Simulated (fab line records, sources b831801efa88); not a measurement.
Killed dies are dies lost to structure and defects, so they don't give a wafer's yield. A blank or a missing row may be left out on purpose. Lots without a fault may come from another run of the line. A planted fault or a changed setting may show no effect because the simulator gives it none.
A struck lot beside a sound one | flow sky130 | 14 steps out of a route of 708
Sound: wafers L420.2, L420.3, L420.5. Struck: wafers L427.3, L427.5, L427.6. The cause comes at the end.
At each step with rows: each side's tool, then ch and its chambers, then its first start. Under that, the readings that differ: sound wafers | struck wafers | difference of the means | sigmas: that difference in standard deviations of wafers without a fault.
alike: readings whose means differ by less than 2 such deviations, and words and numbers that are the same on both sides. not compared: withheld readings, readings that some wafer has no value for, bounds like >300 that may hide the same value, and numbers for which the record gives no deviation and whose values overlap.
The two part at a step that has a row with sigmas, a row that says differs or no value, or rows on one side only. Numbers that don't overlap but have no deviation are shown without sigmas and don't part them. A reading that every wafer of one side lacks parts them only if that side has two wafers or more.

SKY_NWELL_OVL_MEAS_23:
  sound on overlay-01, day 8 01:52; struck on overlay-01, day 9 20:44
  alike: NWELL_01_OVL
then, 1 step without rows for these wafers: SKY_NWELL_IMPLANT_24.
SKY_NWELL_STRIP_25: strips in O2/N2.
  sound on plasma_asher-04 ch 0,1, day 8 02:02; struck on plasma_asher-04 ch 0,1, day 9 20:56
  alike: drypump_motor_current_A, oes_product_au, strip_time_to_endpoint_s
  not compared: rf_hours_counter_h
SKY_NWELL_TW_MEAS_26:
  sound on film_metro-02, day 8 02:09; struck on film_metro-04, day 9 21:01
  alike: NWELL_2_TW
then, 1 step without rows for these wafers: SKY_NWELL_CLEAN_27 (cleans in SC1/SC2, time 150 s).
SKY_NWELL_RTA_28: time 30 s.
  sound on rtp_anneal-01 ch 0, day 8 02:17; struck on rtp_anneal-01 ch 0, day 9 21:08
  alike: lamp_power_pct, ramp_up_c_per_s, wafer_temp_C_max
SKY_NWELL_RS_MEAS_29: measures by four-point-probe.
  sound on film_metro-01, day 8 02:23; struck on film_metro-02, day 9 21:15
  reading           | sound             | struck            | difference | sigmas
  NWELL_RS (ohm/sq) | 627.2 626.3 627.8 | 624.1 624.3 623.1 | -3.3       | -2
SKY_NWELL_RS_MEAS_31: measures by four-point-probe.
  sound on film_metro-01, day 8 02:37; struck on film_metro-02, day 9 21:29
  alike: PWDE_RS
then, 3 steps without rows for these wafers: SKY_VT_ADJUST_HVTP_DEHYDRATE_00 (time 60 s); SKY_VT_ADJUST_HVTP_HMDS_01 (prime time 60 s); SKY_VT_ADJUST_HVTP_COAT_02 (resist thk 1140 nm).
SKY_VT_ADJUST_HVTP_SOFTBAKE_03: time 60 s.
  sound on litho_track-04 ch 0, day 8 12:26; struck on litho_track-03 ch 0, day 10 07:59
  reading          | sound             | struck               | difference | sigmas
  run_length_s (s) | 89.00 88.75 89.03 | 107.49 107.14 107.18 | +18.34     | +73
  alike: resist_line_temp_C
then, 1 step without rows for these wafers: SKY_VT_ADJUST_HVTP_EXPOSE_04 (exposes mask HVTPM, target cd 380 nm).
SKY_PAD_OPEN_PROBE_99:
  the record has rows for the sound wafers here (prober-02, day 48 22:32) and none for the struck ones

WHERE THEY PART
First at SKY_NWELL_RS_MEAS_29; last, within this record, at SKY_PAD_OPEN_PROBE_99.

WHY: what the simulator had put in
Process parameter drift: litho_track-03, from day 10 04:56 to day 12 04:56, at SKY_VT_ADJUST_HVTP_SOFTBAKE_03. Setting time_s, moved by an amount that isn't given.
